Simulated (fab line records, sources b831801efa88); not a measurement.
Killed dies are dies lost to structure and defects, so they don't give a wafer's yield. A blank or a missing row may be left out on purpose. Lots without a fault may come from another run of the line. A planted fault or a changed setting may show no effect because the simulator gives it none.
Which tool did it? | flow sky130 | 12 lots, 36 wafers sampled, at 1 step of a route of 708

WHAT THE GAUGES READ, wafer by wafer
SKY_METAL2_OVL_MEAS_16. Usual: METAL2_OVL 2 nm, standard deviation 4.7.
lot  | measured     | on         | METAL2_OVL (nm) | flag
L731 | day 35 12:35 | overlay-01 | 7 -2 -2         |
L732 | day 35 12:58 | overlay-02 | -6 1 1          |
L734 | day 36 13:52 | overlay-02 | 6 2 -3          |
L736 | day 37 02:42 | overlay-02 | -2 -2 -5        |
L737 | day 37 06:19 | overlay-01 | 4 4 7           |
L740 | day 38 09:52 | overlay-02 | 3 0 0           |
L742 | day 38 16:30 | overlay-02 | -4 2 -1         |
L749 | day 40 21:12 | overlay-01 | 8 3 7           |
L748 | day 40 21:33 | overlay-01 | 2 4 -3          |
L751 | day 41 11:37 | overlay-01 | 2 4 3           |
L752 | day 41 18:44 | overlay-02 | 5 5 5           |
L753 | day 41 23:53 | overlay-02 | 7 4 -4          |

WHICH TOOL RAN EACH LOT (tool, then ch and the chambers of the sampled wafers, then the start)
The record holds no process step before these readings.

WHAT THE TOOLS THEMSELVES READ (means of the sampled wafers that have a number; where no wafer has one, the mark that the record gives instead)
The record holds no such reading with a usual standard deviation.

THE ANSWER, worked out from the rows above alone
Rule: a lot is off if the mean of its wafers that have a number lies more than 3 standard deviations from the usual mean. A lot without any number at a reading at which 4 lots or more have one is off too. The other lots that the step has rows for count as sound. The gauges are gone through in route order, then the tools' own readings, and for those a lot's mean is taken as printed above. The first step at which some lot is off is used, and at that step the reading that is off furthest; a lot without a number counts as furthest.
No lot is off at any reading shown: from this, nothing can be told.

WHAT THE SIMULATOR HAD PUT IN
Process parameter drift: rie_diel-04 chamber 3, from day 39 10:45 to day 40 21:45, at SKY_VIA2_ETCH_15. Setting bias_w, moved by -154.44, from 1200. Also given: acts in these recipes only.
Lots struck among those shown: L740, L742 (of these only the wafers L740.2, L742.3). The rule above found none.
